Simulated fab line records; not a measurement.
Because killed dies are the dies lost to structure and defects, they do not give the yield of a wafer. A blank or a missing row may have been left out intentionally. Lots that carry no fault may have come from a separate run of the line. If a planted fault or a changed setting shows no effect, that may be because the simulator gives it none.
fab line records	flow sky130
[record] lots = 12	wafers = 36	last-day = 49
route steps=708 shown VIA2@523 METAL3@569 VIA3@574 METAL4@630 PAD_OPEN@708
lots that met no fault: taken from a fault-free run of the same line
start-h: hours from the record's first day to the start of the lot's first wafer shown	wait-h: time in hours since the lot's previous step	" repeats the value in the row above	L1.1+2: one row covering several wafers at once	- either no value or no given start	* or withheld: withheld	< > ~ a bound
route shown NAME@n: NAME is a module with steps in the file, n the number in the route of the first one	usual: mean/standard deviation taken from wafers without a fault	same: alike in all rows	chamber/n: place in a boat	sites: the reading at each site	_std_site: their standard deviation	_edge_site: outer sites' mean less inner sites'	radius-mm: for every site, how far away it sits from the centre of the wafer	mask NAME#n: copy n	behind: tool/chamber where the wafer was last shaped	hold: reason for holding the lot/hours on hold/outcome of the hold	device: the n, p or np transistor that did not switch	end of line: tests run on the same wafers once the route is complete	for a step that has no rows: nothing shown but its recipe	killed: not the wafer's yield, but the dies lost to structure and defects at the first sort	map: shows each die of a wafer: x if killed, . if not, _ if none is there
set.NAME: the setting the step ran with; set.NAME@STEP: the setting that earlier step ran with	model.NAME: the simulator's own value behind a step, which no gauge read
route steps across a sampled set of lots; one table per step, one row per wafer
services: from which hour (start-h, from the record's first day; less than 0 if before it) a tool's chamber was out of use, for how many hours, and why
[[steps]]
[step SKY_VIA2_STRIP_16]
[recipe] chemistry = O2/N2	power-w = 1400	pressure-mtorr = 1500	platen-temp-c = withheld	o2-flow-sccm = 3000	n2-flow-sccm = 300	overash-fraction = 0.5
[usual] drypump-motor-current-A = 5.6/0.45	oes-product-au = 0.399/0.0044	strip-time-to-endpoint-s = 4.051/0.026
lot.wafer	tool	chamber	start-h	wait-h	drypump-motor-current-A	oes-product-au	rf-hours-counter-h	strip-time-to-endpoint-s
L442.2	plasma-asher-01	1	853.80	0.0	5.9	0.392	12	4.046
L442.3	"	0	"	"	5.3	0.393	-	4.077
L442.6	"	1	"	"	5.9	0.391	-	4.078
L443.1	plasma-asher-01	1	859.75	0.0	6.0	0.397	12	4.066
L443.5	"	0	"	"	5.3	0.404	-	4.083
L443.6	"	1	"	"	6.0	0.399	-	4.075
L445.4	plasma-asher-03	0	891.54	0.1	4.9	0.399	-	4.049
L445.5	"	1	"	"	6.1	0.403	-	4.027
L445.6	"	0	"	"	4.8	0.398	-	4.020
L447.1	plasma-asher-03	1	906.55	0.0	6.1	0.401	108	4.076
L447.3	"	1	"	"	6.1	0.395	-	4.083
L447.5	"	0	"	"	4.8	0.400	-	4.083
L446.1	plasma-asher-01	1	911.12	0.0	5.9	0.400	17	4.025
L446.2	"	0	"	"	5.3	0.403	17	4.045
L446.6	"	0	"	"	5.3	0.405	-	4.040
L449.1	plasma-asher-01	0	920.85	0.0	5.3	0.394	18	4.050
L449.3	"	0	"	"	5.3	0.394	-	4.048
L449.6	"	1	"	"	5.9	0.401	-	4.070
L450.1	plasma-asher-01	1	923.42	0.0	5.9	0.394	19	4.069
L450.5	"	1	"	"	5.9	0.401	-	4.073
L450.6	"	0	"	"	5.3	0.394	-	4.057
L452.1	plasma-asher-03	1	934.12	0.0	6.1	0.395	110	4.062
L452.2	"	0	"	"	4.8	0.406	110	4.098
L452.3	"	1	"	"	6.1	0.402	-	4.061
L457.1	plasma-asher-03	1	970.80	0.0	6.1	0.398	114	4.083
L457.2	"	0	"	"	4.9	0.400	114	4.065
L457.4	"	0	"	"	4.9	0.402	-	4.066
L458.2	plasma-asher-03	0	989.25	0.0	4.8	0.389	116	4.041
L458.4	"	1	"	"	6.1	0.396	-	4.002
L458.6	"	1	"	"	6.1	0.396	-	4.050
L459.2	plasma-asher-01	1	991.54	0.0	6.0	0.399	25	4.071
L459.3	"	0	"	"	5.3	0.395	-	4.046
L459.4	"	1	"	"	6.0	0.400	-	4.089
L461.1	plasma-asher-02	1	993.58	0.0	5.9	0.400	55	4.063
L461.2	"	0	"	"	5.8	0.396	55	4.027
L461.3	"	1	"	"	5.9	0.409	-	4.061
[step SKY_METAL3_STRIP_19]
[recipe] chemistry = O2/N2	power-w = 1400	pressure-mtorr = 1500	platen-temp-c = withheld	o2-flow-sccm = 3000	n2-flow-sccm = 300	overash-fraction = 0.5
[usual] drypump-motor-current-A = 5.7/0.4	oes-product-au = 0.504/0.0054	strip-time-to-endpoint-s = 6.57/0.066
lot.wafer	tool	chamber	start-h	wait-h	drypump-motor-current-A	oes-product-au	rf-hours-counter-h	strip-time-to-endpoint-s
L442.2	plasma-asher-04	1	908.51	0.1	5.0	0.511	78	6.65
L442.3	"	1	"	"	5.0	0.506	-	6.59
L442.6	"	0	"	"	6.2	0.509	-	6.57
L443.1	plasma-asher-02	1	913.64	0.1	5.9	0.507	47	6.56
L443.5	"	1	"	"	5.9	0.506	-	6.53
L443.6	"	0	"	"	5.8	0.494	-	6.54
L445.4	plasma-asher-04	0	944.33	0.1	6.2	0.510	-	6.56
L445.5	"	1	"	"	5.0	0.507	-	6.59
L445.6	"	0	"	"	6.2	0.497	-	6.59
L447.1	plasma-asher-04	1	958.41	0.1	5.0	0.502	83	6.51
L447.3	"	1	"	"	5.0	0.502	-	6.50
L447.5	"	0	"	"	6.2	0.501	-	6.52
L446.1	plasma-asher-02	0	962.88	0.1	5.8	0.501	52	6.53
L446.2	"	1	"	"	5.9	0.521	52	6.60
L446.6	"	0	"	"	5.8	0.508	-	6.59
L449.1	plasma-asher-02	1	969.71	0.1	5.9	0.508	52	6.44
L449.3	"	0	"	"	5.8	0.497	-	6.48
L449.6	"	0	"	"	5.8	0.502	-	6.63
L450.1	plasma-asher-02	1	971.94	0.1	5.9	0.500	53	6.43
L450.5	"	1	"	"	5.9	0.496	-	6.47
L450.6	"	0	"	"	5.8	0.500	-	6.45
L452.1	plasma-asher-02	0	983.81	0.1	5.8	0.506	53	6.63
L452.2	"	1	"	"	5.9	0.503	53	6.68
L452.3	"	0	"	"	5.8	0.507	-	6.58
L457.1	plasma-asher-01	1	1019.20	0.1	5.9	0.510	28	6.64
L457.2	"	0	"	"	5.3	0.513	28	6.52
L457.4	"	0	"	"	5.3	0.510	-	6.53
L458.2	plasma-asher-01	0	1037.66	0.1	5.3	0.504	29	6.59
L458.4	"	0	"	"	5.3	0.505	-	6.58
L458.6	"	0	"	"	5.3	0.508	-	6.58
L459.2	plasma-asher-01	0	1040.13	0.1	5.3	0.510	30	6.59
L459.3	"	0	"	"	5.3	0.493	-	6.49
L459.4	"	1	"	"	5.9	0.502	-	6.48
L461.1	plasma-asher-04	1	1042.08	0.1	5.0	0.503	91	6.50
L461.2	"	0	"	"	6.2	0.501	91	6.46
L461.3	"	1	"	"	5.0	0.499	-	6.50
[step SKY_VIA3_THK_MEAS_01]
[recipe] reads = SiO2_of_VIA3_HDPCVD_00
[usual] VIA3_HDPCVD_THK = 1640/18
lot.wafer	tool	chamber	start-h	wait-h	VIA3_HDPCVD_THK[nm]
L442.2	film-metro-01	-	909.28	0.1	1612
L442.3	"	-	"	"	1624
L442.6	"	-	"	"	1620
L443.1	film-metro-01	-	914.40	0.1	1656
L443.5	"	-	"	"	1623
L443.6	"	-	"	"	1610
L445.4	film-metro-04	-	945.13	0.0	1638
L445.5	"	-	"	"	1647
L445.6	"	-	"	"	1656
L447.1	film-metro-04	-	966.63	0.1	1623
L447.3	"	-	"	"	1620
L447.5	"	-	"	"	1627
L446.1	film-metro-01	-	967.09	0.1	1621
L446.2	"	-	"	"	1631
L446.6	"	-	"	"	1637
L449.1	film-metro-01	-	970.51	0.1	1631
L449.3	"	-	"	"	1660
L449.6	"	-	"	"	1674
L450.1	film-metro-04	-	972.70	0.1	1644
L450.5	"	-	"	"	1654
L450.6	"	-	"	"	1634
L452.1	film-metro-04	-	984.57	0.1	1645
L452.2	"	-	"	"	1644
L452.3	"	-	"	"	1637
L457.1	film-metro-02	-	1020.08	0.1	1604
L457.2	"	-	"	"	1618
L457.4	"	-	"	"	1612
L458.2	film-metro-02	-	1038.47	0.1	1644
L458.4	"	-	"	"	1641
L458.6	"	-	"	"	1641
L459.2	film-metro-02	-	1040.94	0.1	1628
L459.3	"	-	"	"	1613
L459.4	"	-	"	"	1600
L461.1	film-metro-02	-	1042.93	0.1	1647
L461.2	"	-	"	"	1655
L461.3	"	-	"	"	1645
[step SKY_METAL4_OVL_MEAS_14]
[usual] METAL4_OVL = 1/4.9
lot.wafer	tool	chamber	start-h	wait-h	METAL4_OVL[nm]
L442.2	overlay-02	-	983.74	0.1	-6
L442.3	"	-	"	"	4
L442.6	"	-	"	"	-7
L443.1	overlay-01	-	987.65	0.1	4
L443.5	"	-	"	"	-2
L443.6	"	-	"	"	-1
L445.4	overlay-01	-	1017.90	0.1	0
L445.5	"	-	"	"	-2
L445.6	"	-	"	"	1
L447.1	overlay-02	-	1039.03	0.1	-3
L447.3	"	-	"	"	2
L447.5	"	-	"	"	1
L446.1	overlay-02	-	1040.03	0.1	0
L446.2	"	-	"	"	-1
L446.6	"	-	"	"	-5
L449.1	overlay-01	-	1043.13	0.1	0
L449.3	"	-	"	"	-1
L449.6	"	-	"	"	-3
L450.1	overlay-01	-	1044.66	0.1	10
L450.5	"	-	"	"	10
L450.6	"	-	"	"	6
L452.1	overlay-02	-	1053.28	0.1	3
L452.2	"	-	"	"	3
L452.3	"	-	"	"	4
L457.1	overlay-01	-	1088.68	0.1	1
L457.2	"	-	"	"	-2
L457.4	"	-	"	"	-9
L458.2	overlay-01	-	1103.92	0.1	-1
L458.4	"	-	"	"	0
L458.6	"	-	"	"	0
L459.2	overlay-01	-	1106.94	0.1	3
L459.3	"	-	"	"	10
L459.4	"	-	"	"	5
L461.1	overlay-02	-	1108.70	0.1	1
L461.2	"	-	"	"	-4
L461.3	"	-	"	"	2
[step SKY_PAD_OPEN_PROBE_99]
[usual] defect-limited-yield = 82.2/1.8	killed_at_M0_to_M3 = 44/6	killed_at_M4_up = 3.3/2.1	killed-at-contacts = 25/5.5	killed-at-front-end = 15/4.3	killed-at-other = 0.2/0.41	killed-dies = 88/9.1	killed-open = 48/6.6	killed-short = 39/6.7	sort_bin_3_pad_short = 0.9/0.4	sort_bin_5_function = 10.4/1.5	sort_bin_6_memory = 6.5/1.1	sort-n-pass = 404/9.1	sort-yield-pct = 82.2/1.8
[same] gross-dies = 492	killed-at-back-side = 0	sort_bin_4_leakage[%] = 0	sort_bin_8_speed[%] = 0
lot.wafer	tool	chamber	start-h	wait-h	hold	defect-limited-yield[%]	killed_at_M0_to_M3	killed_at_M4_up	killed-at-contacts	killed-at-front-end	killed-at-other	killed-dies	killed-open	killed-short	sort_bin_3_pad_short[%]	sort_bin_5_function[%]	sort_bin_6_memory[%]	sort-n-pass	sort-yield-pct[%]
L445.4	prober-02	-	1110.04	0.2	-	82.7	42	2	20	20	1	85	41	44	0.6	10.8	5.9	407	82.7
L445.5	prober-02	-	1110.09	0.2	-	80.1	49	2	31	15	1	98	48	49	0.8	11.6	7.5	394	80.1
L445.6	prober-02	-	1110.14	0.2	-	84.8	36	3	18	18	0	75	37	38	0.6	9.6	5.1	417	84.8
L446.1	prober-02	-	1130.10	0.1	-	82.3	46	2	14	25	0	87	55	32	0.6	10.0	7.1	405	82.3
L446.2	prober-02	-	1130.15	0.1	-	78.5	49	8	25	24	0	106	57	49	1.0	12.4	8.1	386	78.5
L446.6	prober-02	-	1130.35	0.2	-	82.1	44	4	21	19	0	88	43	44	0.6	10.0	7.3	404	82.1
L450.1	prober-02	-	1135.47	0.1	await-dispo/1.9h/release	74.2	76	0	38	13	0	127	64	32	2.6	14.4	8.7	365	74.2
L450.5	prober-02	-	1135.67	0.2	await-dispo/1.9h/release	75.8	79	2	16	22	0	119	42	44	2.0	13.0	9.1	373	75.8
L450.6	prober-02	-	1135.72	0.2	await-dispo/1.9h/release	76.2	81	3	21	12	0	117	38	38	2.4	14.4	6.9	375	76.2
L452.1	prober-01	-	1140.71	0.1	await-dispo/2.0h/release	78.3	85	1	15	6	0	107	42	22	3.5	12.8	5.5	385	78.3
L452.2	prober-01	-	1140.76	0.1	await-dispo/2.0h/release	75.6	65	3	30	22	0	120	49	46	3.7	12.6	8.1	372	75.6
L452.3	prober-01	-	1140.81	0.2	await-dispo/2.0h/release	76.4	82	3	18	13	0	116	49	27	1.8	15.0	6.7	376	76.4
L457.1	prober-02	-	1171.63	0.1	-	83.5	41	4	27	9	0	81	46	35	0.6	9.3	6.5	411	83.5
L457.2	prober-02	-	1171.68	0.1	-	81.5	47	3	27	14	0	91	40	51	1.2	10.4	6.9	401	81.5
L457.4	prober-02	-	1171.78	0.2	-	81.5	41	2	24	24	0	91	54	37	1.0	11.2	6.3	401	81.5
L458.2	prober-01	-	1182.56	0.1	-	79.7	52	4	28	16	0	100	56	42	0.8	13.0	6.5	392	79.7
L458.4	prober-01	-	1182.66	0.2	-	82.9	50	0	17	16	1	84	43	40	1.0	9.3	6.7	408	82.9
L458.6	prober-01	-	1182.76	0.2	-	82.9	42	6	24	12	0	84	41	42	0.8	10.4	5.9	408	82.9
L459.2	prober-02	-	1185.21	0.1	-	81.1	46	2	25	19	1	93	51	42	1.2	10.4	7.3	399	81.1
L459.3	prober-02	-	1185.26	0.2	-	81.1	45	5	28	15	0	93	48	45	0.6	10.6	7.7	399	81.1
L459.4	prober-02	-	1185.31	0.2	-	82.7	37	0	27	21	0	85	58	27	0.8	8.9	7.5	407	82.7
L461.1	prober-02	-	1187.81	0.1	-	82.3	44	2	27	14	0	87	46	41	0.2	10.0	7.5	405	82.3
L461.2	prober-02	-	1187.86	0.1	-	86.6	33	2	16	14	1	66	35	31	0.6	7.1	5.7	426	86.6
L461.3	prober-02	-	1187.91	0.2	-	82.3	40	5	18	24	0	87	45	42	1.0	11.0	5.7	405	82.3
// killed by level:class
L445.4 VIA1:geometric-particle:open=15 FIELD_ISO:geometric-particle:short=8 CONTACT:geometric-particle:open=7 VIA2:geometric-particle:open=5 CONTACT:geometric-particle:short=4 VIA2:geometric-particle:short=4 VIA3:geometric-particle:open=4 POLY_GATE:geometric-particle:short=3
L445.5 VIA1:geometric-particle:open=12 CONTACT:geometric-particle:open=10 METAL1:geometric-particle:short=9 LI_CONTACT:geometric-particle:open=8 POLY_GATE:geometric-particle:open=7 LOCAL_INTERCONNECT:geometric-particle:short=6 VIA1:geometric-particle:short=6 CONTACT:geometric-particle:short=5
L445.6 CONTACT:geometric-particle:open=6 VIA3:geometric-particle:open=6 VIA1:geometric-particle:open=6 FIELD_ISO:geometric-particle:short=5 VIA2:geometric-particle:open=5 FIELD_ISO:geometric-particle:open=4 POLY_GATE:geometric-particle:short=4 LOCAL_INTERCONNECT:geometric-particle:short=4
L446.1 VIA1:geometric-particle:open=18 FIELD_ISO:geometric-particle:open=10 POLY_GATE:geometric-particle:open=8 CONTACT:geometric-particle:open=6 METAL2:geometric-particle:short=6 FIELD_ISO:geometric-particle:short=5 VIA2:geometric-particle:short=4 VIA2:geometric-particle:open=4
L446.2 LI_CONTACT:geometric-particle:open=11 CONTACT:geometric-particle:open=10 VIA1:geometric-particle:short=9 METAL2:geometric-particle:short=8 FIELD_ISO:geometric-particle:short=7 POLY_GATE:geometric-particle:open=7 VIA1:geometric-particle:open=7 FIELD_ISO:geometric-particle:open=6
L446.6 VIA1:geometric-particle:open=8 VIA2:geometric-particle:open=8 CONTACT:geometric-particle:short=6 POLY_GATE:geometric-particle:short=6 VIA3:geometric-particle:open=6 METAL2:geometric-particle:short=6 FIELD_ISO:geometric-particle:short=5 CONTACT:geometric-particle:open=5
L450.1 METAL3:unspecified=31 CONTACT:geometric-particle:open=14 LI_CONTACT:geometric-particle:open=13 VIA3:geometric-particle:open=9 VIA1:geometric-particle:open=8 VIA2:geometric-particle:open=7 METAL2:geometric-particle:short=5 LI_CONTACT:geometric-particle:short=4
L450.5 METAL3:unspecified=33 VIA1:geometric-particle:open=9 METAL2:geometric-particle:short=8 VIA2:geometric-particle:open=7 FIELD_ISO:geometric-particle:short=6 CONTACT:geometric-particle:short=6 VIA3:geometric-particle:open=6 POLY_GATE:geometric-particle:short=5
L450.6 METAL3:unspecified=39 CONTACT:geometric-particle:open=8 VIA1:geometric-particle:open=7 VIA2:geometric-particle:open=7 VIA3:geometric-particle:open=7 VIA1:geometric-particle:short=6 METAL1:geometric-particle:short=5 FIELD_ISO:geometric-particle:short=4
L452.1 METAL3:unspecified=43 VIA1:geometric-particle:open=14 VIA2:geometric-particle:open=8 CONTACT:geometric-particle:open=6 METAL3:geometric-particle:short=5 LI_CONTACT:geometric-particle:open=4 METAL1:geometric-particle:short=4 VIA3:geometric-particle:open=4
L452.2 METAL3:unspecified=24 CONTACT:geometric-particle:open=11 FIELD_ISO:geometric-particle:open=7 LI_CONTACT:geometric-particle:open=7 METAL1:geometric-particle:short=7 VIA3:geometric-particle:short=6 VIA3:geometric-particle:open=5 VIA1:geometric-particle:open=5
L452.3 METAL3:unspecified=40 VIA1:geometric-particle:open=13 CONTACT:geometric-particle:open=8 VIA3:geometric-particle:open=7 POLY_GATE:geometric-particle:open=6 VIA2:geometric-particle:short=5 LI_CONTACT:geometric-particle:open=4 VIA1:geometric-particle:short=4
L457.1 VIA1:geometric-particle:open=12 LI_CONTACT:geometric-particle:open=8 VIA1:geometric-particle:short=6 CONTACT:geometric-particle:short=5 CONTACT:geometric-particle:open=5 VIA2:geometric-particle:open=5 VIA3:geometric-particle:open=5 LI_CONTACT:geometric-particle:short=4
L457.2 METAL1:geometric-particle:short=12 CONTACT:geometric-particle:open=11 VIA1:geometric-particle:open=9 CONTACT:geometric-particle:short=7 VIA1:geometric-particle:short=7 VIA2:geometric-particle:open=5 METAL2:geometric-particle:short=5 POLY_GATE:geometric-particle:short=4
L457.4 CONTACT:geometric-particle:open=14 FIELD_ISO:geometric-particle:short=9 VIA1:geometric-particle:open=9 VIA2:geometric-particle:open=7 VIA3:geometric-particle:open=7 FIELD_ISO:geometric-particle:open=5 LI_CONTACT:geometric-particle:open=5 VIA1:geometric-particle:short=5
L458.2 CONTACT:geometric-particle:open=19 VIA1:geometric-particle:open=13 VIA3:geometric-particle:open=7 METAL3:geometric-particle:short=6 METAL1:geometric-particle:short=6 LI_CONTACT:geometric-particle:open=5 FIELD_ISO:geometric-particle:short=4 VIA2:geometric-particle:open=4
L458.4 VIA1:geometric-particle:open=13 METAL2:geometric-particle:short=10 CONTACT:geometric-particle:open=6 FIELD_ISO:geometric-particle:open=5 VIA2:geometric-particle:open=5 LI_CONTACT:geometric-particle:short=4 LI_CONTACT:geometric-particle:open=4 VIA1:geometric-particle:short=4
L458.6 CONTACT:geometric-particle:open=9 VIA2:geometric-particle:open=8 CONTACT:geometric-particle:short=7 VIA1:geometric-particle:short=6 VIA1:geometric-particle:open=6 METAL1:geometric-particle:short=5 VIA3:geometric-particle:open=5 LI_CONTACT:geometric-particle:short=4
L459.2 VIA1:geometric-particle:open=18 LI_CONTACT:geometric-particle:open=8 VIA3:geometric-particle:open=7 CONTACT:geometric-particle:open=5 CONTACT:geometric-particle:short=5 VIA1:geometric-particle:short=5 FIELD_ISO:geometric-particle:open=4 LI_CONTACT:geometric-particle:short=4
L459.3 CONTACT:geometric-particle:short=11 CONTACT:geometric-particle:open=10 VIA1:geometric-particle:open=8 VIA3:geometric-particle:open=8 LI_CONTACT:geometric-particle:open=6 VIA2:geometric-particle:open=6 VIA1:geometric-particle:short=5 METAL2:geometric-particle:short=5
L459.4 CONTACT:geometric-particle:open=14 VIA3:geometric-particle:open=8 POLY_GATE:geometric-particle:open=7 LI_CONTACT:geometric-particle:open=7 VIA1:geometric-particle:open=7 VIA2:geometric-particle:open=7 CONTACT:geometric-particle:short=5 FIELD_ISO:geometric-particle:short=4
L461.1 VIA1:geometric-particle:open=9 LI_CONTACT:geometric-particle:open=8 CONTACT:geometric-particle:open=7 LI_CONTACT:geometric-particle:short=7 VIA2:geometric-particle:open=6 METAL1:geometric-particle:short=6 POLY_GATE:geometric-particle:open=4 METAL1:geometric-particle:open=4
L461.2 VIA2:geometric-particle:open=8 FIELD_ISO:geometric-particle:short=5 LI_CONTACT:geometric-particle:open=5 CONTACT:geometric-particle:open=5 VIA1:geometric-particle:open=5 METAL2:geometric-particle:short=5 VIA1:geometric-particle:short=4 POLY_CUT:geometric-particle:open=3
L461.3 VIA2:geometric-particle:open=9 LI_CONTACT:geometric-particle:open=8 FIELD_ISO:geometric-particle:open=7 FIELD_ISO:geometric-particle:short=6 METAL2:geometric-particle:short=6 VIA1:geometric-particle:short=5 METAL4:geometric-particle:short=5 POLY_GATE:geometric-particle:open=4
[[services]]
tool	chamber	start-h	hours	kind
plasma-asher-04	-	839.63	1.2	repair
plasma-asher-01	-	937.26	2.8	pm
plasma-asher-03	-	1021.19	6.6	repair
plasma-asher-01	-	1028.74	1.6	repair
[[key]]
[first-sign] step = SKY_PAD_OPEN_PROBE_99	reading = killed_at_M0_to_M3	direction = up	sigmas = 5.8	usual = 44	struck = 78
[effect] step = SKY_PAD_OPEN_PROBE_99	reading = sort_bin_3_pad_short	direction = up	sigmas = 4.5	usual = 0.9	struck = 2.7
met-at SKY_METAL3_STRIP_19
struck-lots L450,L452
not-acting-at SKY_VIA2_STRIP_16,SKY_VIA3_THK_MEAS_01,SKY_METAL4_OVL_MEAS_14
onset-between 969.71 971.94
[fault] kind = chamber-particle-source	tool = plasma-asher-02	chamber = -	onset-h = 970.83	steps = SKY_METAL3_STRIP_19	rate-per-visit-cm2 = 1.006	end-h = 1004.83
